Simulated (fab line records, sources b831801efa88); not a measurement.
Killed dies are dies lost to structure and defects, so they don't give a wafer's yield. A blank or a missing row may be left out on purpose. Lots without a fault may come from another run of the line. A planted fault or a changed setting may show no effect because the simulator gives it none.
Chamber matching | flow sky130 | SKY_VIA1_CMP_02 on cmp-02: 4 sister chambers
The step polishes SiO2. 4 wafers are shown with their chamber, then 11 later ones without.

WAFERS WITH THEIR CHAMBER
wafer  | chamber | motor_current_A (A)
L081.2 | 1       | 14.8
L084.6 | 2       | 11.4
L090.5 | 0       | 14.9
L091.1 | 3       | 10.3

WAFERS WITHOUT THEIR CHAMBER
wafer  | motor_current_A (A)
L091.2 | 15.8
L091.5 | 11.5
L094.3 | 11.2
L094.4 | 10.6
L094.6 | 11.9
L096.1 | 10.2
L096.3 | 14.8
L096.5 | 11.2
L097.2 | 11.2
L097.3 | 14.7
L097.6 | 11.0

WHICH CHAMBER EACH WENT THROUGH
wafer  | from the rows above     | in truth
L091.2 | can't be placed: 0 or 1 | 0
L091.5 | 2                       | 2
L094.3 | can't be placed: 2 or 3 | 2
L094.4 | can't be placed: 3 or 2 | 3
L094.6 | 2                       | 2
L096.1 | 3                       | 3
L096.3 | can't be placed: 1 or 0 | 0
L096.5 | can't be placed: 2 or 3 | 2
L097.2 | can't be placed: 2 or 3 | 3
L097.3 | can't be placed: 1 or 0 | 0
L097.6 | can't be placed: 2 or 3 | 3
Placed correctly: 3 of 11. Can't be placed from these rows: 8 (the true chamber is among the candidates in 8). Placed wrongly: 0.
How it was worked out, from the rows above alone: a wafer's distance from a chamber is the root of the sum, over the readings, of the square of ((its reading less the chamber's mean) divided by the reading's scatter). The wafer belongs to the nearest chamber; if the next one is less than 2 further off, it can't be placed. A chamber's mean is the mean of its shown wafers. The scatter: with one shown wafer a chamber, the root of the mean of the squares of how far each hidden wafer lies from its nearest shown one.
